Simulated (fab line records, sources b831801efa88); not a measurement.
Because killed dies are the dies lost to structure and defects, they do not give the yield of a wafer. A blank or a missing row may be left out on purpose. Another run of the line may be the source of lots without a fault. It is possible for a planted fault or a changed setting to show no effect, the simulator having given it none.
Which tool is to blame?    flow sky130    12 lots with 36 wafers sampled at 5 steps, on a route of 708 steps

== WHAT THE GAUGES SHOWED, per wafer ==
SKY_NWELL_OVL_MEAS_23. Usual: NWELL_01_OVL -1.3 nm, standard deviation 1.3.
lot   measured      on          NWELL_01_OVL (nm)  flag
L940  day 5 15:21   overlay-01  -0.8 -1.4 -1.8     
L941  day 5 23:09   overlay-01  0.0 -0.2 0.5       
L943  day 6 06:42   overlay-02  1.1 -1.0 1.6       
L945  day 6 18:26   overlay-01  -0.9 -1.3 -2.7     
L947  day 7 06:29   overlay-01  -0.1 0.8 -0.6      
L948  day 7 09:46   overlay-02  -1.0 -3.1 -3.0     
L949  day 7 19:50   overlay-02  -2.9 -3.0 -4.2     
L950  day 8 04:11   overlay-01  -2.0 -0.3 -2.2     
L951  day 8 09:15   overlay-02  -2.0 -3.8 -2.8     
L952  day 8 12:29   overlay-02  -1.1 -1.9 -2.2     
L955  day 9 11:11   overlay-02  -2.8 -2.3 -2.8     
L959  day 10 05:44  overlay-01  1.6 -0.7 0.6       

SKY_VT_ADJUST_HVTR_TW_MEAS_11. Usual: VT_ADJUST_HVTR_TW 209.6, standard deviation 2.5.
lot   measured      on            VT_ADJUST_HVTR_TW  flag
L940  day 9 17:25   filmMetro-02  208.2 208.5 208.5  
L941  day 10 02:31  filmMetro-01  208.4 208.2 207.4  
L943  day 10 12:42  filmMetro-02  209.1 207.9 209.1  
L945  day 11 02:19  filmMetro-01  208.1 209.3 209.2  
L947  day 11 14:38  filmMetro-02  210.2 210.4 208.4  
L948  day 11 19:17  filmMetro-01  209.7 209.5 209.7  
L949  day 12 08:16  filmMetro-01  208.6 208.1 208.2  
L950  day 12 18:56  filmMetro-01  208.8 209.7 209.9  
L951  day 13 01:01  filmMetro-02  208.7 208.2 207.9  
L952  day 13 06:07  filmMetro-01  209.4 207.3 207.8  
L955  day 14 09:32  filmMetro-04  199.1 198.9 199.8  OFF
L959  day 15 07:29  filmMetro-01  192.4 192.5 191.7  OFF

== EACH LOT AND THE TOOL THAT RAN IT (in order: tool; ch and the chambers of the sampled wafers; start) ==
lot   SKY_NWELL_STRIP_14                  SKY_VT_ADJUST_HVTR_IMPLANT_09    SKY_VT_ADJUST_HVTR_STRIP_10
L940  plasmaAsher-02 ch 0,1, day 4 22:21  implanter-01 ch 0, day 9 17:10   plasmaAsher-02 ch 1, day 9 17:18
L941  plasmaAsher-02 ch 0,1, day 5 05:11  implanter-01 ch 0, day 10 02:16  plasmaAsher-02 ch 0,1, day 10 02:24
L943  plasmaAsher-01 ch 0,1, day 5 12:59  implanter-01 ch 0, day 10 12:28  plasmaAsher-04 ch 0,1, day 10 12:35
L945  plasmaAsher-01 ch 0,1, day 5 23:42  implanter-03 ch 0, day 11 02:04  plasmaAsher-01 ch 0,1, day 11 02:12
L947  plasmaAsher-04 ch 0,1, day 6 10:39  implanter-04 ch 0, day 11 14:23  plasmaAsher-02 ch 0,1, day 11 14:32
L948  plasmaAsher-01 ch 0,1, day 6 14:25  implanter-04 ch 0, day 11 19:02  plasmaAsher-01 ch 0,1, day 11 19:11
L949  plasmaAsher-02 ch 0,1, day 7 00:47  implanter-01 ch 0, day 12 08:01  plasmaAsher-02 ch 0,1, day 12 08:10
L950  plasmaAsher-04 ch 0,1, day 7 08:09  implanter-03 ch 0, day 12 18:41  plasmaAsher-02 ch 1, day 12 18:50
L951  plasmaAsher-01 ch 0,1, day 7 13:26  implanter-04 ch 0, day 13 00:46  plasmaAsher-04 ch 0,1, day 13 00:54
L952  plasmaAsher-01 ch 0,1, day 7 17:33  implanter-01 ch 0, day 13 05:54  plasmaAsher-01 ch 0,1, day 13 06:02
L955  plasmaAsher-02 ch 0,1, day 8 15:41  implanter-01 ch 0, day 14 09:17  plasmaAsher-04 ch 0,1, day 14 09:26
L959  plasmaAsher-01 ch 0,1, day 9 08:01  implanter-01 ch 0, day 15 07:15  plasmaAsher-01 ch 0,1, day 15 07:22
- SKY_NWELL_STRIP_14: strips in O2/N2.
- SKY_VT_ADJUST_HVTR_IMPLANT_09
- SKY_VT_ADJUST_HVTR_STRIP_10: strips in O2/N2.

== AS READ BY THE TOOLS THEMSELVES (means over the sampled wafers that have a number; for cases with no such wafer, the mark the record gives instead) ==
SKY_NWELL_STRIP_14. Usual: drypumpMotorCurrentA 5.5 A, standard deviation 0.31; oesProductAu 0.722 a.u., standard deviation 0.0044; stripTimeToEndpointS 36.98 s, standard deviation 0.11.
lot   tool            drypumpMotorCurrentA (A)  oesProductAu (a.u.)  stripTimeToEndpointS (s)  flag
L940  plasmaAsher-02  5.6                       0.719                37.11                     
L941  plasmaAsher-02  5.7                       0.721                36.86                     
L943  plasmaAsher-01  5.7                       0.723                37.06                     
L945  plasmaAsher-01  5.8                       0.724                36.88                     
L947  plasmaAsher-04  5.1                       0.722                37.02                     
L948  plasmaAsher-01  5.8                       0.723                37.02                     
L949  plasmaAsher-02  5.7                       0.722                36.94                     
L950  plasmaAsher-04  5.1                       0.724                37.03                     
L951  plasmaAsher-01  5.6                       0.722                37.00                     
L952  plasmaAsher-01  5.6                       0.722                36.89                     
L955  plasmaAsher-02  5.6                       0.721                37.21                     
L959  plasmaAsher-01  5.6                       0.722                36.73                     

SKY_VT_ADJUST_HVTR_IMPLANT_09. Usual: doseIonsCm2 2.1002e+12, standard deviation 2.6e+09; faradayCurrentUA 11.85, standard deviation 0.23.
lot   tool          doseIonsCm2  faradayCurrentUA  flag
L940  implanter-01  2.0996e+12   11.96             
L941  implanter-01  2.0976e+12   12.18             
L943  implanter-01  2.1035e+12   11.89             
L945  implanter-03  2.1029e+12   11.82             
L947  implanter-04  2.1011e+12   12.12             
L948  implanter-04  2.0981e+12   11.71             
L949  implanter-01  2.0990e+12   11.75             
L950  implanter-03  2.1008e+12   12.12             
L951  implanter-04  2.1012e+12   11.71             
L952  implanter-01  2.1030e+12   11.85             
L955  implanter-01  1.6008e+12   9.13              OFF
L959  implanter-01  1.6053e+12   8.97              OFF

SKY_VT_ADJUST_HVTR_STRIP_10. Usual: drypumpMotorCurrentA 5.57 A, standard deviation 0.28; oesProductAu 0.715 a.u., standard deviation 0.0046; stripTimeToEndpointS 14.20 s, standard deviation 0.051.
lot   tool            drypumpMotorCurrentA (A)  oesProductAu (a.u.)  stripTimeToEndpointS (s)  flag
L940  plasmaAsher-02  5.64                      0.719                14.15                     
L941  plasmaAsher-02  5.65                      0.714                14.26                     
L943  plasmaAsher-04  5.07                      0.715                14.18                     
L945  plasmaAsher-01  5.62                      0.714                14.26                     
L947  plasmaAsher-02  5.64                      0.712                14.24                     
L948  plasmaAsher-01  5.79                      0.719                14.23                     
L949  plasmaAsher-02  5.65                      0.713                14.06                     
L950  plasmaAsher-02  5.64                      0.716                14.22                     
L951  plasmaAsher-04  5.07                      0.715                14.20                     
L952  plasmaAsher-01  5.79                      0.714                14.22                     
L955  plasmaAsher-04  5.28                      0.710                14.14                     
L959  plasmaAsher-01  5.62                      0.718                14.18                     

== THE ANSWER, worked out from the rows above alone ==
Rule: a lot is off if the mean of its wafers that have a number lies more than 3 standard deviations from the usual mean. Also off: a lot with no number at a reading for which 4 or more lots have one. All remaining lots with rows at the step are treated as sound. After the gauges, taken in route order, come the tools' own readings; for these a lot's mean is taken, as printed above. At the first step where some lot is off, the reading lying furthest off is the one used; lots without a number count as furthest.
Off: at SKY_VT_ADJUST_HVTR_TW_MEAS_11 (VT_ADJUST_HVTR_TW), L955, L959.
If a tool, at a process step before that reading, ran all the lots that are off and no sound lot after the first of them, it fits. Not tried: the gauges at SKY_VT_ADJUST_HVTR_TW_MEAS_11; whatever is off there is also off at SKY_VT_ADJUST_HVTR_IMPLANT_09, on other tools, and gauge error can't account for it. One fits: SKY_VT_ADJUST_HVTR_IMPLANT_09 on implanter-01. A fault onset in the window from L952 (day 13 05:54, its last sound lot) to L955 (day 14 09:17, its first lot off) fits.
The tool's own readings at SKY_VT_ADJUST_HVTR_IMPLANT_09 bear it out: on the lots that are off they differ by more than 5 times the standard deviation of the sound lots' means. doseIonsCm2 reads 1.6030e+12 there against 2.1007e+12 on the sound lots; faradayCurrentUA reads 9.05 there against 11.91 on the sound lots.

== WHAT THE SIMULATOR HAD PUT IN ==
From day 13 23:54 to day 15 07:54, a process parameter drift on implanter-01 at SKY_VT_ADJUST_HVTR_IMPLANT_09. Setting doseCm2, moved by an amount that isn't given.
Shown lots that were struck: L955, L959. The same result came from the rule above.
